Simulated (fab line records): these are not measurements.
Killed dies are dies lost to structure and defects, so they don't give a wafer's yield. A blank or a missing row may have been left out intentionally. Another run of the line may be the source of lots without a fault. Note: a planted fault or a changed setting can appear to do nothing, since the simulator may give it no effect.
Matching of chambers || flow sky130 || SKY_POLY_CUT_ETCH_11 on rieDiel-04 has 4 sister chambers
The step etches Si3N4 in CF4/CH2F2/Ar, stops on poly-Si, time 42.5 s, target depth 60 nm. 14 wafers are shown with their chamber, then 7 later ones without.

## WAFERS PAIRED WITH THEIR CHAMBERS
{"wafer": "L996.1", "chamber": 3, "drypumpMotorCurrentA (A)": 5.9, "throttleValvePct (%)": 14.989, "oesProductAu (a.u.)": 0.837}
{"wafer": "L996.2", "chamber": 2, "drypumpMotorCurrentA (A)": 6.2, "throttleValvePct (%)": 14.982, "oesProductAu (a.u.)": 0.833}
{"wafer": "L996.4", "chamber": 1, "drypumpMotorCurrentA (A)": 5.8, "throttleValvePct (%)": 15.000, "oesProductAu (a.u.)": 0.842}
{"wafer": "L999.2", "chamber": 1, "drypumpMotorCurrentA (A)": 5.8, "throttleValvePct (%)": 15.001, "oesProductAu (a.u.)": 0.824}
{"wafer": "L999.4", "chamber": 0, "drypumpMotorCurrentA (A)": 5.5, "throttleValvePct (%)": 15.000, "oesProductAu (a.u.)": 0.839}
{"wafer": "L999.5", "chamber": 3, "drypumpMotorCurrentA (A)": 5.8, "throttleValvePct (%)": 14.997, "oesProductAu (a.u.)": 0.819}
{"wafer": "L102.3", "chamber": 3, "drypumpMotorCurrentA (A)": 5.9, "throttleValvePct (%)": 15.006, "oesProductAu (a.u.)": 0.824}
{"wafer": "L102.4", "chamber": 2, "drypumpMotorCurrentA (A)": 6.2, "throttleValvePct (%)": 14.988, "oesProductAu (a.u.)": 0.834}
{"wafer": "L102.5", "chamber": 0, "drypumpMotorCurrentA (A)": 5.4, "throttleValvePct (%)": 14.996, "oesProductAu (a.u.)": 0.829}
{"wafer": "L105.1", "chamber": 1, "drypumpMotorCurrentA (A)": 5.8, "throttleValvePct (%)": 14.998, "oesProductAu (a.u.)": 0.824}
{"wafer": "L105.3", "chamber": 0, "drypumpMotorCurrentA (A)": 5.5, "throttleValvePct (%)": 14.975, "oesProductAu (a.u.)": 0.817}
{"wafer": "L105.5", "chamber": 0, "drypumpMotorCurrentA (A)": 5.5, "throttleValvePct (%)": 14.989, "oesProductAu (a.u.)": 0.829}
{"wafer": "L106.2", "chamber": 2, "drypumpMotorCurrentA (A)": 6.2, "throttleValvePct (%)": 14.992, "oesProductAu (a.u.)": 0.831}
{"wafer": "L106.3", "chamber": 1, "drypumpMotorCurrentA (A)": 5.8, "throttleValvePct (%)": 14.977, "oesProductAu (a.u.)": 0.825}

SIGNATURES (means of the wafers above)
{"reading": "drypumpMotorCurrentA", "chamber 0": 5.475, "chamber 1": 5.800, "chamber 2": 6.200, "chamber 3": 5.867, "scatter within a chamber": 0.0376}
{"reading": "throttleValvePct", "chamber 0": 14.99000, "chamber 1": 14.99400, "chamber 2": 14.98733, "chamber 3": 14.99733, "scatter within a chamber": 0.00973}
{"reading": "oesProductAu", "chamber 0": 0.82850, "chamber 1": 0.82875, "chamber 2": 0.83267, "chamber 3": 0.82667, "scatter within a chamber": 0.00809}
Rule: a wafer lies at a distance from a chamber equal to the root of the sum of squares, over the readings, of (its reading less the chamber's mean, divided by the reading's scatter). The wafer belongs to the nearest chamber; if the next one is less than 2 further off, it can't be placed. The scatter is the square root of a quotient: the sum, over the shown wafers, of each reading's squared deviation from its chamber's mean, divided by wafers minus chambers.

## WAFERS WITHOUT THEIR CHAMBER
{"wafer": "L106.6", "drypumpMotorCurrentA (A)": 5.8, "throttleValvePct (%)": 14.992, "oesProductAu (a.u.)": 0.835}
{"wafer": "L107.2", "drypumpMotorCurrentA (A)": 6.2, "throttleValvePct (%)": 14.972, "oesProductAu (a.u.)": 0.834}
{"wafer": "L107.5", "drypumpMotorCurrentA (A)": 6.2, "throttleValvePct (%)": 15.000, "oesProductAu (a.u.)": 0.831}
{"wafer": "L107.6", "drypumpMotorCurrentA (A)": 5.9, "throttleValvePct (%)": 14.985, "oesProductAu (a.u.)": 0.840}
{"wafer": "L114.2", "drypumpMotorCurrentA (A)": 5.8, "throttleValvePct (%)": 14.988, "oesProductAu (a.u.)": 0.833}
{"wafer": "L114.4", "drypumpMotorCurrentA (A)": 5.8, "throttleValvePct (%)": 14.992, "oesProductAu (a.u.)": 0.825}
{"wafer": "L114.6", "drypumpMotorCurrentA (A)": 5.5, "throttleValvePct (%)": 14.993, "oesProductAu (a.u.)": 0.827}

## WHICH CHAMBER EACH WENT THROUGH
{"wafer": "L106.6", "from the rows above": "can't be placed: 1 or 3", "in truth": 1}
{"wafer": "L107.2", "from the rows above": 2, "in truth": 2}
{"wafer": "L107.5", "from the rows above": 2, "in truth": 2}
{"wafer": "L107.6", "from the rows above": "can't be placed: 3 or 1", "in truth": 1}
{"wafer": "L114.2", "from the rows above": "can't be placed: 1 or 3", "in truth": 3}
{"wafer": "L114.4", "from the rows above": "can't be placed: 1 or 3", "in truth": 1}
{"wafer": "L114.6", "from the rows above": 0, "in truth": 0}
Correctly placed: 3 of 7. Not placeable from these rows: 4 (in 4, the candidates include the true chamber). 0 placed wrongly.
